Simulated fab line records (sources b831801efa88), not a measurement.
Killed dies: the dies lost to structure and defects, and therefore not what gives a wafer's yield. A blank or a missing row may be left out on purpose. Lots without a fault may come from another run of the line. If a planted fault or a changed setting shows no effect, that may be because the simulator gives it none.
fab line records    flow gf180mcu
[record] lots = 12  wafers = 35  lastDay = 34
route steps=602 shown LVPWELL@64 VT_IMPLANT@133 POLY_GATE@157 NSD@242
lots that met no fault: from a run of the same line without faults
startH: start of the lot's first displayed wafer, in hours after the record's first day    waitH: hours elapsed since this lot's preceding step    " the same as in the row above    L1.1+2: a single row standing in for several wafers    - no value, or no start given    * or withheld: withheld    < > ~ a bound
route shown NAME@n: NAME is a module with steps in the file, n the number in the route of the first one    usual: average and standard deviation across the fault-free wafers    same: alike in all rows    chamber/n: place in a boat    sites: the reading at each site    _std_site: how widely they spread, as a standard deviation    _edge_site: inner sites' mean taken away from outer sites' mean    radiusMm: for every site, how far away it sits from the centre of the wafer    mask NAME#n: copy n    behind: the last tool/chamber to shape the wafer    hold: why the lot was held/for how many hours/how that ended    device: transistor that didn't switch, given as n, p or np    end of line: the route-end tests of the same wafers    a step given without rows: its recipe and nothing more    killed: dies that structure and defects cost at the first sort, which is not the same as the wafer's yield    map: per-die view of a wafer (x killed, . not killed, _ where there is no die)
set.NAME: the run value of the setting; set.NAME@STEP: its run value at that earlier step    model.NAME: the simulator's own value behind a step, which no gauge read
the route's steps for a sample of lots (tables are steps, rows are wafers)
services: from which hour (startH, from the record's first day; less than 0 if before it) a tool's chamber was out of use, for how many hours, and why
[[steps]]
[step GF_LVPWELL_STRIP_10]
[recipe] chemistry = O2/N2  powerW = 1400  pressureMtorr = 1500  platenTempC = 250  o2FlowSccm = 3000  n2FlowSccm = 300  overashFraction = 0.5
[usual] drypumpMotorCurrentA = 5.6/0.32  heaterPowerW = 323/22  oesProductAu = 0.723/0.0048  platenTempC = 250.01/0.18  stripTimeToEndpointS = 36.96/0.11
lot.wafer  tool            chamber  startH  waitH  drypumpMotorCurrentA  heaterPowerW  oesProductAu  platenTempC  rfHoursCounterH  stripTimeToEndpointS
L626.2     plasmaAsher-02  0        69.32   0.1    5.4                   331           0.725         249.88       40               36.88
L626.5     "               1        "       "      5.9                   311           0.724         250.05       -                36.82
L627.3     plasmaAsher-02  1        75.16   0.1    5.9                   306           0.728         250.04       -                37.04
L627.5     "               0        "       "      5.4                   336           0.732         249.90       -                36.96
L627.6     "               1        "       "      6.0                   305           0.726         249.90       -                37.04
L633.4     plasmaAsher-02  1        113.39  0.1    6.0                   304           0.709         249.96       -                36.97
L633.5     "               1        "       "      5.9                   308           0.725         249.89       -                36.81
L633.6     "               0        "       "      5.4                   343           0.723         249.72       -                36.94
L635.2     plasmaAsher-03  0        122.93  0.1    5.4                   355           0.723         249.77       49               36.82
L635.4     "               1        "       "      5.2                   329           0.721         250.20       -                37.01
L635.6     "               1        "       "      5.2                   334           0.723         249.83       -                36.99
L639.2     plasmaAsher-04  1        145.66  0.1    6.2                   282           0.723         250.20       37               37.04
L639.3     "               0        "       "      5.5                   304           0.725         250.05       -                37.04
L639.4     "               1        "       "      6.1                   289           0.716         250.28       -                37.06
L640.3     plasmaAsher-04  0        149.66  0.1    5.6                   302           0.720         249.81       -                36.97
L640.5     "               0        "       "      5.6                   307           0.722         249.94       -                37.03
L640.6     "               1        "       "      6.1                   302           0.726         250.01       -                36.97
L641.2     plasmaAsher-02  1        155.28  0.1    5.9                   313           0.715         250.30       50               36.88
L641.3     "               1        "       "      5.9                   301           0.717         249.94       -                36.85
L641.6     "               1        "       "      6.0                   296           0.732         249.97       -                36.91
L644.2     plasmaAsher-02  0        169.57  0.1    5.4                   335           0.723         250.18       52               36.77
L644.3     "               0        "       "      5.4                   344           0.719         250.31       -                37.01
L644.5     "               1        "       "      5.9                   305           0.723         249.86       -                37.02
L646.3     plasmaAsher-03  1        181.56  0.1    5.2                   332           0.726         249.97       -                37.04
L646.4     "               0        "       "      5.4                   361           0.724         249.87       -                37.08
L646.6     "               1        "       "      5.2                   335           0.711         250.23       -                37.15
L647.2     plasmaAsher-02  0        190.37  0.1    5.4                   330           0.722         250.22       54               36.82
L647.5     "               1        "       "      6.0                   308           0.722         250.06       -                36.70
L647.6     "               0        "       "      5.4                   349           0.719         249.93       -                36.80
L648.2     plasmaAsher-03  0        196.33  0.1    5.4                   358           0.722         249.91       56               36.88
L648.3     "               1        "       "      5.2                   328           0.735         250.05       -                36.92
L648.5     "               0        "       "      5.4                   352           0.724         249.86       -                36.81
L649.1     plasmaAsher-03  0        199.11  0.1    5.4                   349           0.722         250.08       57               37.09
L649.3     "               0        "       "      5.4                   351           0.724         250.24       -                37.05
L649.5     "               1        "       "      5.2                   338           0.724         250.09       -                36.89
[step GF_VT_IMPLANT_TW_MEAS_43]
[usual] VT_IMPLANT_4_TW = 694/8.2
lot.wafer  tool          chamber  startH  waitH  VT_IMPLANT_4_TW
L626.2     filmMetro-03  -        156.27  0.1    678
L626.5     "             -        "       "      678
L627.3     filmMetro-01  -        163.93  0.1    696
L627.5     "             -        "       "      691
L627.6     "             -        "       "      694
L633.4     filmMetro-01  -        207.76  0.1    700
L633.5     "             -        "       "      699
L633.6     "             -        "       "      699
L635.2     filmMetro-01  -        220.09  0.1    697
L635.4     "             -        "       "      698
L635.6     "             -        "       "      697
L639.2     filmMetro-01  -        246.34  0.1    703
L639.3     "             -        "       "      703
L639.4     "             -        "       "      700
L640.3     filmMetro-01  -        252.85  0.1    699
L640.5     "             -        "       "      705
L640.6     "             -        "       "      704
L641.2     filmMetro-03  -        260.34  0.1    680
L641.3     "             -        "       "      680
L641.6     "             -        "       "      681
L644.2     filmMetro-01  -        276.08  0.1    695
L644.3     "             -        "       "      695
L644.5     "             -        "       "      698
L646.3     filmMetro-01  -        291.28  0.1    692
L646.4     "             -        "       "      696
L646.6     "             -        "       "      696
L647.2     filmMetro-01  -        303.47  0.1    691
L647.5     "             -        "       "      695
L647.6     "             -        "       "      690
L648.2     filmMetro-03  -        310.87  0.1    674
L648.3     "             -        "       "      676
L648.5     "             -        "       "      679
L649.1     filmMetro-02  -        313.46  0.1    705
L649.3     "             -        "       "      703
L649.5     "             -        "       "      705
[step GF_POLY_GATE_CVD_00]
[recipe] material = poly-Si  targetThkNm = 200  tempC = 620  timeS = 1200  pressureMtorr = 200
[usual] pressureMtorr = 200.1/0.36  zonePowerBottomPct = 13.4/1.2
lot.wafer  tool      chamber  startH  waitH  pressureMtorr  zonePowerBottomPct
L626.2     lpcvd-01  0        176.26  0.0    200.4          14.4
L626.5     "         0        "       "      200.2          14.6
L627.3     lpcvd-02  0        184.11  0.0    200.6          12.9
L627.5     "         0        "       "      199.8          13.0
L627.6     "         0        "       "      200.3          12.9
L633.4     lpcvd-01  1        231.40  0.0    100.7          10.9
L633.5     "         1        "       "      99.9           10.9
L633.6     "         1        "       "      100.0          11.0
L635.2     lpcvd-02  1        243.26  0.6    199.6          14.2
L635.4     "         1        "       "      199.5          14.2
L635.6     "         1        "       "      199.9          14.1
L639.2     lpcvd-02  0        268.69  0.0    200.3          12.9
L639.3     "         0        "       "      200.7          12.9
L639.4     "         0        "       "      200.5          13.1
L640.3     lpcvd-02  1        276.07  0.0    200.5          13.9
L640.5     "         1        "       "      200.7          14.0
L640.6     "         1        "       "      200.3          14.2
L641.2     lpcvd-02  0        283.10  0.0    199.7          13.0
L641.3     "         0        "       "      199.0          12.9
L641.6     "         0        "       "      199.7          13.0
L644.2     lpcvd-02  1        301.20  0.0    199.9          13.9
L644.3     "         1        "       "      200.3          14.1
L644.5     "         1        "       "      199.8          13.8
L646.3     lpcvd-01  0        317.18  0.0    199.6          14.6
L646.4     "         0        "       "      199.8          13.9
L646.6     "         0        "       "      200.2          14.1
L647.2     lpcvd-01  1        328.16  0.0    200.2          10.8
L647.5     "         1        "       "      200.2          10.8
L647.6     "         1        "       "      200.5          10.7
L648.2     lpcvd-01  1        340.58  0.0    200.4          10.8
L648.3     "         1        "       "      200.6          10.8
L648.5     "         1        "       "      200.6          10.8
L649.1     lpcvd-01  1        340.58  0.0    199.8          10.8
L649.3     "         1        "       "      199.6          10.8
L649.5     "         1        "       "      199.5          11.0
[step GF_POLY_GATE_THK_MEAS_01]
[recipe] reads = poly-Si_of_POLY_GATE_CVD_00
[usual] POLY_GATE_CVD_00_THK = 199.7/1.7
lot.wafer  tool          chamber  startH  waitH  POLY_GATE_CVD_00_THK[nm]
L626.2     filmMetro-02  -        177.60  0.0    199.4
L626.5     "             -        "       "      199.8
L627.3     filmMetro-04  -        185.46  0.0    200.2
L627.5     "             -        "       "      199.4
L627.6     "             -        "       "      198.7
L633.4     filmMetro-01  -        232.76  0.0    137.9
L633.5     "             -        "       "      137.9
L633.6     "             -        "       "      136.6
L635.2     filmMetro-04  -        244.60  0.0    198.3
L635.4     "             -        "       "      198.9
L635.6     "             -        "       "      200.8
L639.2     filmMetro-01  -        270.03  0.0    201.4
L639.3     "             -        "       "      200.2
L639.4     "             -        "       "      201.6
L640.3     filmMetro-04  -        277.53  0.1    200.1
L640.5     "             -        "       "      201.7
L640.6     "             -        "       "      201.4
L641.2     filmMetro-04  -        284.45  0.0    202.5
L641.3     "             -        "       "      202.6
L641.6     "             -        "       "      201.7
L644.2     filmMetro-04  -        302.55  0.0    199.9
L644.3     "             -        "       "      201.3
L644.5     "             -        "       "      199.8
L646.3     filmMetro-01  -        318.54  0.0    198.3
L646.4     "             -        "       "      198.1
L646.6     "             -        "       "      199.0
L647.2     filmMetro-02  -        329.50  0.0    199.6
L647.5     "             -        "       "      199.1
L647.6     "             -        "       "      198.7
L649.1     filmMetro-02  -        341.91  0.0    195.5
L649.3     "             -        "       "      197.5
L649.5     "             -        "       "      198.3
L648.2     filmMetro-01  -        341.92  0.0    198.4
L648.3     "             -        "       "      198.4
L648.5     "             -        "       "      197.9
[step GF_POLY_GATE_ETCH_13]
[recipe] target = poly-Si  targetDepthNm = 198.5  stopOn = SiO2  overEtchFrac = 0.403  chemistry = HBr/Cl2  icpW = 400  biasW = 100  pressureMtorr = 10  HBr_flow_sccm = 150  Cl2_flow_sccm = 50  timeS = 69.6
[usual] drypumpMotorCurrentA = 5.4/0.34  mfcCl2Sccm = 50.02/0.14  oesProductAu = 0.988/0.0084  throttleValvePct = 33.685/0.009
lot.wafer  tool      chamber  startH  waitH  drypumpMotorCurrentA  mfcCl2Sccm  oesProductAu  rfHoursCounterH  throttleValvePct
L626.2     rieSi-01  3        194.43  -      5.8                   50.12       0.996         6                33.700
L626.5     "         0        "       "      5.8                   49.92       0.999         -                33.702
L627.3     rieSi-02  1        202.55  -      5.1                   50.01       0.980         1                33.681
L627.5     "         3        "       "      5.1                   50.16       0.995         -                33.685
L627.6     "         2        "       "      5.2                   49.89       0.970         -                33.667
L633.4     rieSi-01  2        251.71  -      6.0                   49.87       0.773         -                33.689
L633.5     "         0        "       "      5.8                   50.22       0.779         -                33.682
L633.6     "         3        "       "      5.8                   49.82       0.776         -                33.683
L635.2     rieSi-02  3        263.99  -      5.1                   50.19       0.989         29               33.690
L635.4     "         1        "       "      5.1                   50.16       0.983         -                33.681
L635.6     "         2        "       "      5.1                   50.05       0.980         -                33.686
L639.2     rieSi-01  0        289.89  -      5.8                   50.06       0.989         37               33.695
L639.3     "         3        "       "      5.8                   50.00       0.987         7                33.690
L639.4     "         1        "       "      5.4                   50.08       0.992         0                33.690
L640.3     rieSi-01  2        297.44  -      6.0                   49.89       0.988         29               33.700
L640.5     "         1        "       "      5.4                   49.98       0.990         -                33.676
L640.6     "         2        "       "      6.0                   49.96       0.987         -                33.686
L641.2     rieSi-02  1        305.53  -      5.1                   50.01       0.986         2                33.661
L641.3     "         3        "       "      5.1                   49.80       0.997         30               33.686
L641.6     "         1        "       "      5.1                   50.01       0.974         -                33.671
L644.2     rieSi-02  2        322.85  -      5.1                   49.94       0.973         25               33.686
L644.3     "         3        "       "      5.1                   50.16       1.001         30               33.687
L644.5     "         0        "       "      5.3                   50.30       0.988         -                33.691
L646.3     rieSi-01  2        340.39  -      6.0                   50.00       0.983         30               33.685
L646.4     "         3        "       "      5.8                   49.96       0.979         7                33.674
L646.6     "         3        "       "      5.8                   49.74       0.971         -                33.681
L647.2     rieSi-01  3        350.74  -      5.8                   49.93       0.976         7                33.693
L647.5     "         3        "       "      5.8                   50.03       0.984         -                33.691
L647.6     "         0        "       "      5.8                   50.06       0.992         -                33.701
L648.2     rieSi-02  3        363.23  -      5.0                   49.83       0.991         30               33.673
L648.3     "         1        "       "      5.1                   49.90       0.976         3                33.673
L648.5     "         3        "       "      5.1                   50.09       0.992         -                33.679
L649.1     rieSi-01  1        363.29  -      5.4                   50.00       0.971         1                33.704
L649.3     "         3        "       "      5.8                   50.30       0.991         8                33.686
L649.5     "         2        "       "      5.9                   50.05       0.981         -                33.685
[step GF_NSD_CD_MEAS_07]
[recipe] targetCdNm = 400
[usual] cdNm = 399.8/2.2
lot.wafer  tool      chamber  startH  waitH  cdNm
L626.2     cdSem-02  -        294.99  0.1    398.4
L626.5     "         -        "       "      396.9
L627.3     cdSem-02  -        299.84  0.1    397.5
L627.5     "         -        "       "      399.1
L627.6     "         -        "       "      397.6
L633.4     cdSem-01  -        358.28  0.1    398.4
L633.5     "         -        "       "      401.3
L633.6     "         -        "       "      400.0
L635.2     cdSem-01  -        372.16  0.1    400.4
L635.4     "         -        "       "      398.3
L635.6     "         -        "       "      400.0
L639.2     cdSem-02  -        400.51  0.1    400.3
L639.3     "         -        "       "      399.8
L639.4     "         -        "       "      399.2
L640.3     cdSem-02  -        411.13  0.1    405.4
L640.5     "         -        "       "      404.0
L640.6     "         -        "       "      404.4
L641.2     cdSem-01  -        419.94  0.1    400.6
L641.3     "         -        "       "      401.7
L641.6     "         -        "       "      402.2
L644.2     cdSem-01  -        437.29  0.1    404.6
L644.3     "         -        "       "      402.0
L644.5     "         -        "       "      402.7
L646.3     cdSem-02  -        462.48  0.1    402.7
L646.4     "         -        "       "      400.4
L646.6     "         -        "       "      402.5
L647.2     cdSem-01  -        476.34  0.1    398.3
L647.5     "         -        "       "      398.6
L647.6     "         -        "       "      397.8
L648.2     cdSem-01  -        487.99  0.1    399.3
L648.3     "         -        "       "      402.2
L648.5     "         -        "       "      400.4
L649.1     cdSem-01  -        489.54  0.1    403.6
L649.3     "         -        "       "      402.4
L649.5     "         -        "       "      400.9
[[services]]
tool            chamber  startH  hours  kind
plasmaAsher-03  -        86.93   0.7    repair
plasmaAsher-03  -        99.18   14.6   pm
rieSi-02        0        109.76  2.4    repair
lpcvd-02        -        129.46  14.6   pm
plasmaAsher-02  -        134.47  1.2    repair
lpcvd-01        -        144.32  14.6   pm
lpcvd-02        -        164.21  1.0    repair
lpcvd-01        -        169.68  1.1    repair
rieSi-02        -        180.48  0.5    repair
rieSi-02        -        204.15  0.2    repair
plasmaAsher-04  -        209.71  1.2    repair
plasmaAsher-04  -        214.94  1.6    repair
rieSi-01        2        228.73  1.9    repair
rieSi-01        1        242.30  -      clean
rieSi-01        1        242.30  29.0   scheduledDown
rieSi-01        1        242.30  29.0   ventCycle
plasmaAsher-03  -        247.01  2.3    repair
plasmaAsher-02  -        255.86  1.9    repair
rieSi-02        0        256.30  -      clean
rieSi-02        0        256.30  19.3   scheduledDown
rieSi-02        0        256.30  19.3   ventCycle
plasmaAsher-04  -        312.45  6.5    repair
plasmaAsher-04  -        343.88  4.1    repair
plasmaAsher-03  -        355.49  0.7    repair
[[key]]
[firstSign] step = GF_POLY_GATE_CVD_00  reading = pressureMtorr  direction = down  sigmas = 99+  usual = 200.1  struck = 100.2
[effect] step = GF_POLY_GATE_THK_MEAS_01  reading = POLY_GATE_CVD_00_THK  direction = down  sigmas = 36  usual = 199.7  struck = 137.4
[effect] step = GF_POLY_GATE_ETCH_13  reading = oesProductAu  direction = down  sigmas = 25  usual = 0.988  struck = 0.776
metAt GF_POLY_GATE_CVD_00
struckLots L633
struckWafers L633.4,L633.5,L633.6
testerLeftOut L633
notActingAt GF_LVPWELL_STRIP_10,GF_VT_IMPLANT_TW_MEAS_43,GF_NSD_CD_MEAS_07
[fault] kind = processParameterDrift  tool = lpcvd-01  chamber = 1  onsetH = 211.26  steps = GF_POLY_GATE_CVD_00  channel = pressureMtorr  offset = -100  shape = step  endH = 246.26  actsIn = theseRecipesOnly  stated = 200
// testerLeftOut: of these lots the tester's yield and bins aren't shown, on N5 and GAA mostly nor the transistor test; their killed dies are dies lost to structure and defects alone, not to doping, threshold or leakage, so they don't give the yield
